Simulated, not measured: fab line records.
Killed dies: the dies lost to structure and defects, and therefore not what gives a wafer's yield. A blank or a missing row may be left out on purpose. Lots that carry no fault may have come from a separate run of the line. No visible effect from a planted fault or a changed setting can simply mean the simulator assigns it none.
fab line records + flow gf180mcu
[record]
- lots = 5
- wafers = 23
route steps=602 shown TOP_METAL@569
start-h: hours from the record's opening day to when the first of the lot's shown wafers began + wait-h: how many hours have passed since the lot's step before this one + " same as the row above + L1.1+2: a single row standing in for several wafers + - value missing, or start not given + * or withheld: withheld + < > ~ a bound
route shown NAME@n: names a module that has steps shown in the file, with the first one's number in the route + usual: mean/standard deviation taken from wafers without a fault + same: alike in all rows + chamber/n: place in a boat + sites: the reading at each site + _std_site: how widely they spread, as a standard deviation + _edge_site: inner sites' mean taken away from outer sites' mean + radius-mm: how far each site lies from the wafer's centre + mask NAME#n: copy n + behind: the most recent tool/chamber to have shaped the wafer + hold: what put the lot on hold/how long, in hours/how the hold closed + device: which transistor (n, p or np) failed to switch + end of line: the tests these same wafers got at the end of their route + a step with no rows: only its recipe + killed: count of dies lost to structure and defects at first sort (not the wafer's yield) + map: a wafer's dies, x killed, . not, _ none there
set.NAME: the setting as run; set.NAME@STEP: as run at that earlier step + model.NAME: the simulator's own value behind a step, which no gauge read
lots whose settings were changed on purpose; a table a step, a row a wafer
[[steps]]
[step GF_TOP_METAL_SPUTTER_02]
[recipe]
- material = AlCu
- target-thk-nm = 900
- power-w = 10600
- chamber-pressure-pa = 0.3
- substrate-temp-c = 250
- gas = Ar
- time-s = 47.82
| lot.wafer | tool           | chamber | start-h | wait-h | set.time-s | model.AlCu_of_TOP_METAL_SPUTTER_02.thk-nm |
|-----------|----------------|---------|---------|--------|------------|-------------------------------------------|
| L075.1    | pvd-sputter-04 | -       | 643.01  | 0.0    | 47.82      | 918                                       |
| L075.2    | "              | -       | "       | "      | 54.93      | 1030                                      |
| L075.3    | "              | -       | "       | "      | 54.93      | 1026                                      |
| L075.5    | "              | -       | "       | "      | 54.93      | 1025                                      |
| L075.6    | "              | -       | "       | "      | 47.82      | 904.9                                     |
| L077.2    | pvd-sputter-04 | -       | 655.77  | 0.0    | 47.82      | 887.1                                     |
| L077.3    | "              | -       | "       | "      | 52.67      | 987                                       |
| L077.4    | "              | -       | "       | "      | 47.82      | 912.9                                     |
| L077.5    | "              | -       | "       | "      | 47.82      | 897.1                                     |
| L077.6    | "              | -       | "       | "      | 52.67      | 976.8                                     |
| L080.1    | pvd-sputter-04 | -       | 678.51  | 0.0    | 47.82      | 893.8                                     |
| L080.3    | "              | -       | "       | "      | 47.82      | 915.3                                     |
| L080.6    | "              | -       | "       | "      | 47.82      | 891.2                                     |
| L082.1    | pvd-sputter-02 | -       | 689.45  | 0.0    | 47.82      | 895.8                                     |
| L082.2    | "              | -       | "       | "      | 47.82      | 896.4                                     |
| L082.3    | "              | -       | "       | "      | 47.82      | 895.4                                     |
| L082.5    | "              | -       | "       | "      | 47.82      | 899.6                                     |
| L082.6    | "              | -       | "       | "      | 47.82      | 894.2                                     |
| L085.1    | pvd-sputter-03 | -       | 713.96  | 0.0    | 50.37      | 940.7                                     |
| L085.2    | "              | -       | "       | "      | 47.82      | 897.4                                     |
| L085.3    | "              | -       | "       | "      | 50.37      | 935.5                                     |
| L085.5    | "              | -       | "       | "      | 47.82      | 888.5                                     |
| L085.6    | "              | -       | "       | "      | 47.82      | 887.2                                     |
[step GF_TOP_METAL_SPUTTER_03]
[recipe]
- material = Ti
- target-thk-nm = 5
- substrate-temp-c = 300
- chamber-pressure-pa = 0.3
- power-w = 3000
- time-s = 3.3
[step GF_TOP_METAL_SPUTTER_04]
[recipe]
- material = TiN
- target-thk-nm = 25
- power-w = 6500
- time-s = 20.8
- chamber-pressure-pa = 0.4
[step GF_TOP_METAL_RS_MEAS_05]
[recipe]
- thk-meas-gauge = four-point-probe
- reads = TiN_of_TOP_METAL_SPUTTER_04+Ti_of_TOP_METAL_SPUTTER_03+AlCu_of_TOP_METAL_SPUTTER_02+TiN_of_TOP_METAL_SPUTTER_01+Ti_of_TOP_METAL_SPUTTER_00
[usual]
- TOP_METAL_ALCU_RS = 0.0328/0.00039
| lot.wafer | tool          | chamber | start-h | wait-h | set.time-s@TOP_METAL_SPUTTER_02 | TOP_METAL_ALCU_RS[ohm/sq] |
|-----------|---------------|---------|---------|--------|---------------------------------|---------------------------|
| L075.1    | film-metro-03 | -       | 643.10  | 0.0    | 47.82                           | 0.0321                    |
| L075.2    | "             | -       | "       | "      | 54.93                           | 0.0286                    |
| L075.3    | "             | -       | "       | "      | 54.93                           | 0.0287                    |
| L075.5    | "             | -       | "       | "      | 54.93                           | 0.0287                    |
| L075.6    | "             | -       | "       | "      | 47.82                           | 0.0326                    |
| L077.2    | film-metro-01 | -       | 655.88  | 0.0    | 47.82                           | 0.0332                    |
| L077.3    | "             | -       | "       | "      | 52.67                           | 0.0298                    |
| L077.4    | "             | -       | "       | "      | 47.82                           | 0.0323                    |
| L077.5    | "             | -       | "       | "      | 47.82                           | 0.0328                    |
| L077.6    | "             | -       | "       | "      | 52.67                           | 0.0301                    |
| L080.1    | film-metro-01 | -       | 678.60  | 0.0    | 47.82                           | 0.0330                    |
| L080.3    | "             | -       | "       | "      | 47.82                           | 0.0322                    |
| L080.6    | "             | -       | "       | "      | 47.82                           | 0.0331                    |
| L082.1    | film-metro-03 | -       | 689.54  | 0.0    | 47.82                           | 0.0329                    |
| L082.2    | "             | -       | "       | "      | 47.82                           | 0.0329                    |
| L082.3    | "             | -       | "       | "      | 47.82                           | 0.0329                    |
| L082.5    | "             | -       | "       | "      | 47.82                           | 0.0328                    |
| L082.6    | "             | -       | "       | "      | 47.82                           | 0.0330                    |
| L085.1    | film-metro-01 | -       | 714.05  | 0.0    | 50.37                           | 0.0314                    |
| L085.2    | "             | -       | "       | "      | 47.82                           | 0.0328                    |
| L085.3    | "             | -       | "       | "      | 50.37                           | 0.0314                    |
| L085.5    | "             | -       | "       | "      | 47.82                           | 0.0331                    |
| L085.6    | "             | -       | "       | "      | 47.82                           | 0.0332                    |
[step GF_TOP_METAL_THK_MEAS_06]
[recipe]
- thk-meas-gauge = xrf
- reads = AlCu_of_TOP_METAL_SPUTTER_02
[usual]
- TOP_METAL_ALCU_THK = 903/11
| lot.wafer | tool          | chamber | start-h | wait-h | set.time-s@TOP_METAL_SPUTTER_02 | TOP_METAL_ALCU_THK[nm] |
|-----------|---------------|---------|---------|--------|---------------------------------|------------------------|
| L075.1    | film-metro-03 | -       | 643.22  | 0.1    | 47.82                           | 925                    |
| L075.2    | "             | -       | "       | "      | 54.93                           | 1041                   |
| L075.3    | "             | -       | "       | "      | 54.93                           | 1038                   |
| L075.5    | "             | -       | "       | "      | 54.93                           | 1035                   |
| L075.6    | "             | -       | "       | "      | 47.82                           | 913                    |
| L077.2    | film-metro-01 | -       | 655.99  | 0.1    | 47.82                           | 898                    |
| L077.3    | "             | -       | "       | "      | 52.67                           | 1000                   |
| L077.4    | "             | -       | "       | "      | 47.82                           | 920                    |
| L077.5    | "             | -       | "       | "      | 47.82                           | 908                    |
| L077.6    | "             | -       | "       | "      | 52.67                           | 989                    |
| L080.1    | film-metro-01 | -       | 678.72  | 0.1    | 47.82                           | 899                    |
| L080.3    | "             | -       | "       | "      | 47.82                           | 928                    |
| L080.6    | "             | -       | "       | "      | 47.82                           | 898                    |
| L082.1    | film-metro-03 | -       | 689.66  | 0.1    | 47.82                           | 896                    |
| L082.2    | "             | -       | "       | "      | 47.82                           | 894                    |
| L082.3    | "             | -       | "       | "      | 47.82                           | 901                    |
| L082.5    | "             | -       | "       | "      | 47.82                           | 902                    |
| L082.6    | "             | -       | "       | "      | 47.82                           | 897                    |
| L085.1    | film-metro-01 | -       | 714.17  | 0.1    | 50.37                           | 954                    |
| L085.2    | "             | -       | "       | "      | 47.82                           | 902                    |
| L085.3    | "             | -       | "       | "      | 50.37                           | 947                    |
| L085.5    | "             | -       | "       | "      | 47.82                           | 900                    |
| L085.6    | "             | -       | "       | "      | 47.82                           | 896                    |
[step GF_TOP_METAL_COAT_09]
[recipe]
- resist = NOVOLAK
- spin-rpm = 3000
- resist-thk-nm = 1500
| lot.wafer      | tool           | chamber | start-h | wait-h | set.spin-rpm |
|----------------|----------------|---------|---------|--------|--------------|
| L075.1+3+6     | litho-track-01 | 0       | 652.78  | 0.1    | 3000         |
| L075.2+5       | "              | 0       | "       | "      | 2820         |
| L077.2+3+4+5+6 | litho-track-04 | 0       | 665.08  | 0.1    | 3000         |
| L080.1+3+6     | litho-track-01 | 0       | 688.13  | 0.1    | 3000         |
| L082.1+5       | litho-track-04 | 0       | 698.56  | 0.1    | 3000         |
| L082.2+3+6     | "              | 0       | "       | "      | 3218         |
| L085.1+2+3+5+6 | litho-track-01 | 0       | 722.78  | 0.1    | 3000         |
[step GF_TOP_METAL_METAL_ETCH_16]
[recipe]
- chemistry = Cl2/BCl3
- mask-material = NOVOLAK
- target-depth-nm = 1077.5
- stop-on = SiO2
- pressure-mtorr = 8
- icp-w = 800
- bias-w = 140
- Cl2_flow_sccm = 80
- bcl3-flow-sccm = 40
- time-s = 179.6
| lot.wafer | tool         | chamber | start-h | wait-h | set.time-s | set.spin-rpm@TOP_METAL_COAT_09 | model.TOP_METAL.feature-depth-nm | model.NOVOLAK_of_TOP_METAL_COAT_09.thk-nm |
|-----------|--------------|---------|---------|--------|------------|--------------------------------|----------------------------------|-------------------------------------------|
| L075.1    | rie-metal-03 | 1       | 662.78  | 0.0    | 169.6      | 3000                           | 1042                             | 1080                                      |
| L075.2    | "            | 0       | "       | "      | 169.6      | 2820                           | -                                | -                                         |
| L075.3    | "            | 0       | "       | "      | 179.6      | 3000                           | -                                | -                                         |
| L075.5    | "            | 0       | "       | "      | 179.6      | 2820                           | -                                | -                                         |
| L075.6    | "            | 1       | "       | "      | 179.6      | 3000                           | 1030                             | 1057                                      |
| L077.2    | rie-metal-02 | 0       | 675.03  | 0.0    | 154.6      | 3000                           | 907.8                            | 1135                                      |
| L077.3+6  | "            | 0       | "       | "      | 179.6      | 3000                           | -                                | -                                         |
| L077.4    | "            | 1       | "       | "      | 154.6      | 3000                           | 927.3                            | 1125                                      |
| L077.5    | "            | 1       | "       | "      | 179.6      | 3000                           | 1019                             | 1072                                      |
| L080.1    | rie-metal-02 | 0       | 697.83  | 0.0    | 179.6      | 3000                           | 1016                             | 1075                                      |
| L080.3    | "            | 1       | "       | "      | 179.6      | 3000                           | 1037                             | 1075                                      |
| L080.6    | "            | 1       | "       | "      | 179.6      | 3000                           | 1014                             | 1071                                      |
| L082.1    | rie-metal-02 | 1       | 708.03  | 0.0    | 179.6      | 3000                           | 1019                             | 1074                                      |
| L082.2    | "            | 0       | "       | "      | 179.6      | 3218                           | 1019                             | 1031                                      |
| L082.3    | "            | 1       | "       | "      | 179.6      | 3218                           | 1019                             | 1029                                      |
| L082.5    | "            | 0       | "       | "      | 179.6      | 3000                           | 1023                             | 1083                                      |
| L082.6    | "            | 1       | "       | "      | 179.6      | 3218                           | 1018                             | 1023                                      |
| L085.1    | rie-metal-01 | 0       | 732.33  | 0.0    | 179.6      | 3000                           | -                                | -                                         |
| L085.2    | "            | 1       | "       | "      | 159.3      | 3000                           | 947.5                            | 1128                                      |
| L085.3    | "            | 1       | "       | "      | 159.3      | 3000                           | -                                | -                                         |
| L085.5    | "            | 1       | "       | "      | 159.3      | 3000                           | 953.7                            | 1123                                      |
| L085.6    | "            | 0       | "       | "      | 179.6      | 3000                           | 1008                             | 1063                                      |
[[key]]
[split]
- step = GF_TOP_METAL_SPUTTER_02
- setting = time-s
- stated = 47.82
- by = wafer
[response]
- step = GF_TOP_METAL_SPUTTER_02
- reading = model.AlCu_of_TOP_METAL_SPUTTER_02.thk-nm
- change = +7.98
- per = 1%
- r = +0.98
[response]
- step = GF_TOP_METAL_RS_MEAS_05
- reading = TOP_METAL_ALCU_RS
- change = -0.000261
- per = 1%
- r = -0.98
[response]
- step = GF_TOP_METAL_THK_MEAS_06
- reading = TOP_METAL_ALCU_THK
- change = +8.29
- per = 1%
- r = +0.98
[split]
- step = GF_TOP_METAL_COAT_09
- setting = spin-rpm
- stated = 3000
- by = wafer
[response]
- step = GF_TOP_METAL_METAL_ETCH_16
- reading = model.NOVOLAK_of_TOP_METAL_COAT_09.thk-nm
- slope = -7
- per = 1%
- together-with = time-s@TOP_METAL_METAL_ETCH_16
- explained = 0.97
[split]
- step = GF_TOP_METAL_METAL_ETCH_16
- setting = time-s
- stated = 179.6
- by = wafer
[response]
- step = GF_TOP_METAL_METAL_ETCH_16
- reading = model.TOP_METAL.feature-depth-nm
- change = +5.8
- per = 1%
- r = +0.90
[response]
- step = GF_TOP_METAL_METAL_ETCH_16
- reading = model.NOVOLAK_of_TOP_METAL_COAT_09.thk-nm
- slope = -4.67
- per = 1%
- together-with = spin-rpm@TOP_METAL_COAT_09
- explained = 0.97
